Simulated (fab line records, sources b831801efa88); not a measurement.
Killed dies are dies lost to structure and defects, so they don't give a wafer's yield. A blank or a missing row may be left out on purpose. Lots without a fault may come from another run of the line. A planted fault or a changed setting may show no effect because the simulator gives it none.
A struck lot beside a sound one | flow gf180mcu | 44 steps out of a route of 602
Sound: wafers L652.1, L652.2, L652.4. Struck: wafers L657.1, L657.2, L657.5. The cause comes at the end.
At each step with rows: each side's tool, then ch and its chambers, then its first start. Under that, the readings that differ: sound wafers | struck wafers | difference of the means | sigmas: that difference in standard deviations of wafers without a fault.
alike: readings whose means differ by less than 2 such deviations, and words and numbers that are the same on both sides. not compared: withheld readings, readings that some wafer has no value for, bounds like >300 that may hide the same value, and numbers for which the record gives no deviation and whose values overlap.
The two part at a step that has a row with sigmas, a row that says differs or no value, or rows on one side only. Numbers that don't overlap but have no deviation are shown without sigmas and don't part them. A reading that every wafer of one side lacks parts them only if that side has two wafers or more.

first, 3 steps without rows for these wafers: GF_CONTACT_CLEAN_20 (cleans in DIW); GF_CONTACT_CLEAN_21 (cleans in dHF, time 20 s); GF_CONTACT_SPUTTER_22 (material Ti, target thk 15 nm, time 80.02 s).
GF_CONTACT_SPUTTER_23: material TiN, target thk 10 nm, time 40 s.
  sound on pvd_sputter-02, day 20 20:59; struck on pvd_sputter-02, day 22 08:26
  alike: throttle_valve_pct
GF_CONTACT_CVD_24: deposits W, target thk 300 nm, time 90.339 s.
  sound on cvd_w-02 ch 0,1, day 20 21:01; struck on cvd_w-01 ch 0,1, day 22 08:28
  reading            | sound       | struck      | difference | sigmas
  heater_power_w (W) | 794 722 751 | 932 839 917 | +140       | +2
GF_CONTACT_RS_MEAS_25: measures by four-point-probe.
  sound on film_metro-02, day 20 21:07; struck on film_metro-04, day 22 08:34
  alike: CONTACT_W_RS
GF_CONTACT_THK_MEAS_26: measures by xrf.
  sound on film_metro-02, day 20 21:14; struck on film_metro-04, day 22 08:41
  alike: CONTACT_W_THK
then, 1 step without rows for these wafers: GF_CONTACT_CMP_27 (polishes, stops on SiO2, t overpolish 15 s, target thk 0 nm).
GF_M1_SPUTTER_00: material Ti, target thk 37.5 nm, time 150 s.
  sound on pvd_sputter-03, day 20 21:36; struck on pvd_sputter-03, day 22 09:03
  alike: throttle_valve_pct
then, 3 steps without rows for these wafers: GF_M1_SPUTTER_01 (material TiN, target thk 30 nm, time 25 s); GF_M1_SPUTTER_02 (material AlCu, target thk 450 nm, time 23.9 s); GF_M1_SPUTTER_03 (material Ti, target thk 10 nm, time 6.7 s).
GF_M1_SPUTTER_04: material TiN, target thk 50 nm, time 41.7 s.
  sound on pvd_sputter-03, day 20 21:47; struck on pvd_sputter-03, day 22 09:14
  reading                                | sound             | struck            | difference | sigmas
  model.TiN_of_M1_SPUTTER_04.thk_nm (nm) | 49.05 49.39 49.29 | 48.07 48.46 48.57 | -0.88      |
  alike: throttle_valve_pct
GF_M1_RS_MEAS_05: measures by four-point-probe.
  sound on film_metro-04, day 20 21:49; struck on film_metro-01, day 22 09:16
  reading             | sound                | struck               | difference | sigmas
  M1_ALCU_RS (ohm/sq) | 0.0680 0.0689 0.0684 | 0.0709 0.0699 0.0714 | +0.0023    | +2
GF_M1_THK_MEAS_06: measures by xrf.
  sound on film_metro-04, day 20 21:56; struck on film_metro-01, day 22 09:23
  reading          | sound       | struck      | difference | sigmas
  M1_ALCU_THK (nm) | 458 454 456 | 438 445 438 | -16        | -2
then, 7 steps without rows for these wafers: GF_M1_DEHYDRATE_07 (time 60 s); GF_M1_HMDS_08 (prime time 60 s); GF_M1_COAT_09 (resist thk 1000 nm); GF_M1_SOFTBAKE_10 (time 60 s); GF_M1_EXPOSE_11 (exposes mask Metal1, target cd 230 nm); GF_M1_PEB_12 (peb time 90 s); GF_M1_DEVELOP_13 (develop time 60 s).
GF_M1_CD_MEAS_14: target cd 230 nm.
  sound on cd_sem-01, day 21 21:28; struck on cd_sem-02, day 23 09:06
  alike: cd_nm
GF_M1_OVL_MEAS_15:
  sound on overlay-01, day 21 21:35; struck on overlay-02, day 23 09:13
  alike: M1_OVL
then, 5 steps without rows for these wafers: GF_M1_METAL_ETCH_16 (etches the open film in Cl2/BCl3, stops on SiO2, target depth 627.5 nm, time 104.6 s); GF_M1_STRIP_17 (strips in O2/N2); GF_M1_STRIP_18 (strips in post etch residue remover, time 1200 s); GF_M1_CLEAN_19 (cleans in DIW); GF_V1_CVD_00 (deposits SiO2, target thk 600 nm, time 100 s).
GF_V1_THK_MEAS_01:
  sound on film_metro-01, day 21 22:24; struck on film_metro-03, day 23 10:01
  alike: V1_CVD_00_THK
GF_V1_CVD_02: deposits SiO2 from TEOS, target thk 850 nm, time 94.851 s.
  sound on pecvd-02 ch 0,1,2, day 21 22:28; struck on pecvd-02 ch 0,1,2, day 23 10:04
  alike: heater_power_w
GF_V1_THK_MEAS_03:
  sound on film_metro-02, day 21 22:32; struck on film_metro-01, day 23 10:08
  alike: V1_CVD_02_THK
GF_V1_CMP_04: polishes SiO2.
  sound on cmp-02 ch 0,1,3, day 21 22:35; struck on cmp-02 ch 0,2,3, day 23 10:15
  alike: motor_current_A, time_to_endpoint_s
GF_V1_BOW_MEAS_05:
  sound on film_metro-03, day 21 22:53; struck on film_metro-02, day 23 10:30
  alike: V1_BOW
then, 8 steps without rows for these wafers: GF_V1_DEHYDRATE_06 (time 60 s); GF_V1_HMDS_07 (prime time 60 s); GF_V1_COAT_08; GF_V1_COAT_09 (resist thk 1000 nm); GF_V1_SOFTBAKE_10 (time 60 s); GF_V1_EXPOSE_11 (exposes mask Via1, target cd 260 nm); GF_V1_PEB_12 (peb time 90 s); GF_V1_DEVELOP_13 (develop time 60 s).
GF_V1_STRIP_19: strips in post etch residue remover, time 1200 s.
  sound on wet_bench-03 ch 2, day 22 23:04; struck on wet_bench-04 ch 3, day 24 09:41
  reading                                | sound             | struck            | difference | sigmas
  model.TiN_of_M1_SPUTTER_04.thk_nm (nm) | 48.21 48.56 48.46 | 47.22 47.61 47.73 | -0.89      |
GF_PASSIVATION_PROBE_99:
  the record has rows for the sound wafers here (prober-02, day 32 18:49) and none for the struck ones

WHERE THEY PART
First at GF_CONTACT_CVD_24; last, within this record, at GF_PASSIVATION_PROBE_99.

WHY: what the simulator had put in
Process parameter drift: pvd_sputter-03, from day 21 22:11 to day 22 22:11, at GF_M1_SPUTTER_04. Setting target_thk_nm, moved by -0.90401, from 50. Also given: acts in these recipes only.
